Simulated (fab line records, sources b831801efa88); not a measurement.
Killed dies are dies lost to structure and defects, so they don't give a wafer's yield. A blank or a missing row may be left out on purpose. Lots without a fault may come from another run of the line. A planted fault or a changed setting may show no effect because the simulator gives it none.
A struck lot beside a sound one | flow sky130 | 17 steps out of a route of 708
Sound: wafers L344.1, L344.4, L344.6. Struck: wafer L349.1. (L349.2 of the same lot was not struck and is left out.) The cause comes at the end.
At each step with rows: each side's tool, then ch and its chambers, then its first start. Under that, the readings that differ: sound wafers | struck wafers | difference of the means | sigmas: that difference in standard deviations of wafers without a fault.
alike: readings whose means differ by less than 2 such deviations, and words and numbers that are the same on both sides. not compared: withheld readings, readings that some wafer has no value for, bounds like >300 that may hide the same value, and numbers for which the record gives no deviation and whose values overlap.
The two part at a step that has a row with sigmas, a row that says differs or no value, or rows on one side only. Numbers that don't overlap but have no deviation are shown without sigmas and don't part them. A reading that every wafer of one side lacks parts them only if that side has two wafers or more.

SKY_LI_CONTACT_CMP_02: polishes PSG.
  sound on cmp-02 ch 0,1,3, day 30 04:37; struck on cmp-01 ch 3, day 30 22:08
  reading             | sound          | struck | difference | sigmas
  motor_current_A (A) | 11.5 10.7 12.2 | 15.0   | +3.5       | +2
  alike: head_pressure_psi, time_to_endpoint_s
SKY_LI_CONTACT_BOW_MEAS_03:
  sound on film_metro-03, day 30 04:49; struck on film_metro-03, day 30 22:23
  alike: LI_CONTACT_BOW
then, 8 steps without rows for these wafers: SKY_LI_CONTACT_DEHYDRATE_04 (time 60 s); SKY_LI_CONTACT_HMDS_05 (prime time 60 s); SKY_LI_CONTACT_COAT_06 (resist thk 60 nm); SKY_LI_CONTACT_COAT_07 (resist thk 450 nm); SKY_LI_CONTACT_SOFTBAKE_08 (time 90 s); SKY_LI_CONTACT_EXPOSE_09 (exposes mask LICM1, target cd 170 nm); SKY_LI_CONTACT_PEB_10; SKY_LI_CONTACT_DEVELOP_11 (develop time 60 s).
SKY_LI_CONTACT_CD_MEAS_12: target cd 170 nm.
  sound on cd_sem-01, day 31 08:49; struck on cd_sem-01, day 32 02:37
  alike: cd_nm
SKY_LI_CONTACT_OVL_MEAS_13:
  sound on overlay-02, day 31 08:56; struck on overlay-01, day 32 02:44
  alike: LI_CONTACT_OVL
SKY_LI_CONTACT_ETCH_14: etches BARC in N2/H2, stops on SiO2, time 45.9 s, target depth 60 nm.
  sound on rie_diel-01 ch 0,2,3, day 31 08:59; struck on rie_diel-01 ch 2, day 32 02:47
  reading                                           | sound             | struck | difference | sigmas
  oes_product_au (a.u.)                             | 0.851 0.848 0.856 | 0.981  | +0.129     | +26
  run_length_s (s)                                  | 74.0 74.9 74.8    | 35.2   | -39.4      | -67
  model.etch.depth_nm (nm)                          | 60 60.02 60.15    | 10.75  | -49.31     |
  model.KrF-thick_of_LI_CONTACT_COAT_07.thk_nm (nm) | 393.3 393.2 393.7 | 431.8  | +38.4      |
  model.LI_CONTACT.cd_nm (nm)                       | 171.8 170.9 171.7 | 162.9  | -8.6       |
  alike: drypump_motor_current_A, throttle_valve_pct
  not compared: rf_hours_counter_h
SKY_LI_CONTACT_ETCH_15: etches PSG in C4F8/O2/Ar, stops on Si, target depth 600 nm.
  sound on rie_diel-01 ch 0,2,3, day 31 09:01; struck on rie_diel-01 ch 2, day 32 02:49
  reading                                           | sound             | struck | difference | sigmas
  model.KrF-thick_of_LI_CONTACT_COAT_07.thk_nm (nm) | 233.7 232.1 234.2 | 272.4  | +39.1      |
  model.LI_CONTACT.cd_nm (nm)                       | 172 170.6 171.7   | 162.5  | -8.9       |
  alike: oes_product_au
SKY_LI_CONTACT_STRIP_16: strips in O2/N2.
  sound on plasma_asher-02 ch 0, day 31 09:07; struck on plasma_asher-04 ch 0, day 32 02:55
  reading                      | sound             | struck | difference | sigmas
  drypump_motor_current_A (A)  | 5.1 5.1 5.1       | 6.4    | +1.3       | +3
  oes_product_au (a.u.)        | 0.372 0.362 0.386 | 0.393  | +0.020     | +4
  strip_time_to_endpoint_s (s) | 3.52 3.50 3.54    | 3.92   | +0.40      | +13
  not compared: rf_hours_counter_h
then, 1 step without rows for these wafers: SKY_LI_CONTACT_CLEAN_17 (cleans in NMP, time 600 s).
-- the record jumps here: 16 days lie between the struck wafers' starts before and after (it left off in module LI_CONTACT and takes up again in module PAD_OPEN, whose first step shown is number 708 of the route) --
SKY_PAD_OPEN_PROBE_99:
  sound on prober-01, day 47 10:52; struck on prober-02, day 48 01:25
  reading                                 | sound             | struck | difference | sigmas
  model.etest.licon_pdiff.rc_ohm          | 574 577.3 579.6   | 788.7  | +211.7     |
  model.etest.pfet_01v8.r_on_ohm_um       | 2966 2927 2973    | 3010   | +55        |
  model.etest.pfet_g5v0d10v5.r_on_ohm_um  | 4778 4794 4790    | 4833   | +46        |
  model.etest.nfet_g5v0d10v5.r_on_ohm_um  | 1898 1874 1874    | 1951   | +69        |
  model.etest.nfet_01v8.r_on_ohm_um       | 839 849.3 848     | 905.6  | +60.2      |
  model.etest.licon_ndiff.rc_ohm          | 178 182.5 181.2   | 280.7  | +100.1     |
  model.etest.licon_high_po.rc_ohm        | 335.9 343.4 321   | 426.4  | +93.0      |
  model.etest.sonos_uncharged.r_on_ohm_um | 827.8 820.6 822.3 | 890.2  | +66.6      |
  alike: killed_at_M0_to_M3, killed_at_M4_up, killed_at_contacts, killed_at_front_end, killed_at_other, killed_dies, killed_open, killed_short

WHERE THEY PART
First at SKY_LI_CONTACT_CMP_02; last, within this record, at SKY_LI_CONTACT_STRIP_16. Later steps at which nothing parts them and some readings are alike: SKY_PAD_OPEN_PROBE_99.

WHY: what the simulator had put in
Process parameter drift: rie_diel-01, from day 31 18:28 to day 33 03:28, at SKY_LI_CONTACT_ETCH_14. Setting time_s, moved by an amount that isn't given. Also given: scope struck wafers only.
